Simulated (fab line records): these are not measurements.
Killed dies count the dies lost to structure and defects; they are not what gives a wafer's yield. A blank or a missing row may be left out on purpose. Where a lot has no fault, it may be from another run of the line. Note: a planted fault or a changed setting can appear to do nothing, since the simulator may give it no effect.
A struck lot beside a sound one	flow sky130	14 out of 708 route steps
Sound: the wafers L437.1, L437.2, L437.3. Struck: wafers L449.3, L449.5. (L449.4 of the same lot was not struck and is left out.) The cause comes at the end.
Per side, at each step with rows, come the tool, then ch with its chambers, and then its first start. Under that, the readings that differ: sound wafers	struck wafers	difference of the means	sigmas: that difference in standard deviations of wafers without a fault.
alike: same words and numbers on both sides, and readings whose means sit less than 2 such deviations apart. not compared: any withheld reading, any reading some wafer has no value for, any bound like >300 that may hide the same value, and any number with overlapping values for which the record gives no deviation.
A row with sigmas, a row that says differs or no value, or rows on one side alone: a step with any of these is where the two part. Numbers that have no deviation but don't overlap get no sigmas and don't part them. A reading that every wafer of one side lacks parts them only if that side has two wafers or more.

SKY_SONOS_ONO_THK_MEAS_03:
  struck on film metro-02, day 17 05:17; sound on film metro-02, day 13 07:39
  alike: SONOS_ONO_CVD_02_THK
then, 1 step without rows for these wafers: SKY_SONOS_ONO_CVD_04 (deposits SiO2 from SiH4/N2O, target thk 5.7199 nm).
SKY_SONOS_ONO_THK_MEAS_05:
  struck on film metro-04, day 17 06:35; sound on film metro-03, day 13 08:58
  alike: SONOS_ONO_CVD_04_THK
then, 7 steps without rows for these wafers: SKY_SONOS_ONO_DEHYDRATE_06 (time 60 s); SKY_SONOS_ONO_HMDS_07 (prime time 60 s); SKY_SONOS_ONO_COAT_08 (resist thk 1140 nm); SKY_SONOS_ONO_SOFTBAKE_09 (time 60 s); SKY_SONOS_ONO_EXPOSE_10 (exposes mask ONOM, target cd 410 nm); SKY_SONOS_ONO_PEB_11; SKY_SONOS_ONO_DEVELOP_12 (develop time 60 s).
SKY_SONOS_ONO_CD_MEAS_13: target cd 410 nm.
  struck on cd sem-01, day 18 12:49; sound on cd sem-02, day 14 11:16
  alike: cd nm
SKY_SONOS_ONO_OVL_MEAS_14:
  struck on overlay-01, day 18 12:54; sound on overlay-02, day 14 11:23
  alike: SONOS_ONO_OVL
SKY_SONOS_ONO_ETCH_15: etches the open film in CHF3/O2, target depth 19.52 nm, time 7.8 s.
  sound on rie diel-02 ch 0,2,3, day 14 11:25; struck on rie diel-02 ch 3, day 18 12:56
reading	sound	struck	difference	sigmas
oes product au (a.u.)	0.992 0.996 0.999	0.960 0.949	-0.041	-5
rf fwd power W (W)	586 586 584	490 490	-95	-31
throttle valve pct (%)	8.821 8.823 8.839	8.810 8.804	-0.021	-2
model.etch.depth nm (nm)	19.5 19.54 19.54	18.42 18.15	-1.24	
model.SONOS_ONO.feature depth nm (nm)	19.5 19.54 19.54	18.42 18.15	-1.24	
  alike: drypump motor current A
  not compared: rf hours counter h
then, 1 step without rows for these wafers: SKY_SONOS_ONO_WET_ETCH_16 (etches SiO2 in dHF, target depth 14 nm, time 280 s).

WHERE THEY PART
Only at SKY_SONOS_ONO_ETCH_15, within this record.

WHY: what had been put in by the simulator
rie diel-02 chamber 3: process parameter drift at SKY_SONOS_ONO_ETCH_15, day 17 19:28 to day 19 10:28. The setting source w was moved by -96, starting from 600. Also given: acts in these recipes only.
